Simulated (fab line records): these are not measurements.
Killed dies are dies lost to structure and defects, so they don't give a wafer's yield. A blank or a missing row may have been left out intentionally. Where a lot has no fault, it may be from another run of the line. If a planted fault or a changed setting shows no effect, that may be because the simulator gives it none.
Comparing a struck lot with a sound one | flow gf180mcu | 14 steps out of a route of 602
Sound: these wafers, L797.1, L797.2, L797.6. Struck: wafers L806.1, L806.3, L806.6. At the end, the cause is stated.
For every step that has rows: the tool of each side, followed by ch and its chambers, followed by its first start. Under that, the readings that differ: sound wafers | struck wafers | difference of the means | sigmas: that difference in standard deviations of wafers without a fault.
alike: readings with means less than 2 such deviations apart, plus words and numbers identical on both sides. not compared: withheld readings, readings lacking a value on some wafer, bounds such as >300 that could conceal the same value, and numbers that have no deviation in the record and whose values overlap.
The two part at a step that has a row with sigmas, a row that says differs or no value, or rows on one side only. When numbers do not overlap yet have no deviation, they are printed without sigmas and do not part them. A reading missing from all wafers of one side parts the sides only when that side holds two or more wafers.

GF_NSD_STRIP_11: strips in O2/N2.
  sound on plasmaAsher-03 ch 0,1, day 16 01:11; struck on plasmaAsher-01 ch 0,1, day 19 06:06
reading                  | sound       | struck      | difference | sigmas
drypumpMotorCurrentA (A) | 5.5 5.5 5.5 | 6.2 6.6 6.6 | +1.0       | +2
  alike: chamberPressureMTorr, heaterPowerW, oesProductAu, stripTimeToEndpointS
  not compared: rfHoursCounterH
GF_NSD_TW_MEAS_12:
  sound on filmMetro-04 at day 16 01:17; struck on filmMetro-03 at day 19 06:12
reading | sound          | struck         | difference | sigmas
NSD_TW  | 4168 4192 4200 | 4287 4278 4317 | +107       | +2
then, 7 steps without rows for these wafers: GF_PSD_DEHYDRATE_00 (time 60 s); GF_PSD_HMDS_01 (prime time 60 s); GF_PSD_COAT_02 (resist thk 1000 nm); GF_PSD_SOFTBAKE_03 (time 60 s); GF_PSD_EXPOSE_04 (exposes mask Pplus, target cd 400 nm); GF_PSD_PEB_05; GF_PSD_DEVELOP_06 (develop time 60 s).
GF_PSD_CD_MEAS_07: the cd target is 400 nm.
  sound on cdSem-02 at day 16 23:56; struck on cdSem-01 at day 20 05:38
  alike: cdNm
GF_PSD_OVL_MEAS_08:
  sound on overlay-01 at day 17 00:04; struck on overlay-02 at day 20 05:46
  alike: PSD_OVL
following that, these wafers have no rows for 1 step: GF_PSD_IMPLANT_09.
GF_PSD_STRIP_10: strips in O2/N2.
  sound on plasmaAsher-04 ch 0,1, day 17 00:14; struck on plasmaAsher-02 ch 0, day 20 05:56
  no value came back on the struck wafers for any of 5 readings (chamberPressureMTorr (mTorr), drypumpMotorCurrentA (A) and others); on the sound wafers chamberPressureMTorr (mTorr) reads 1502.6 1498.2 1502.0
reading                                 | sound | struck         | difference | sigmas
model.NOVOLAK_of_PSD_COAT_02.thkNm (nm) | 0 0 0 | 998 1001 995.6 | +998       | 
  not compared: rfHoursCounterH
GF_PSD_TW_MEAS_11:
  sound on filmMetro-04 at day 17 00:20; struck on filmMetro-02 at day 20 06:02
  alike: PSD_TW

## WHERE THEY PART
First at GF_NSD_STRIP_11; last, within this record, at GF_PSD_STRIP_10. Later steps at which nothing parts them and some readings are alike: GF_PSD_TW_MEAS_11.

WHY: what the simulator had put in
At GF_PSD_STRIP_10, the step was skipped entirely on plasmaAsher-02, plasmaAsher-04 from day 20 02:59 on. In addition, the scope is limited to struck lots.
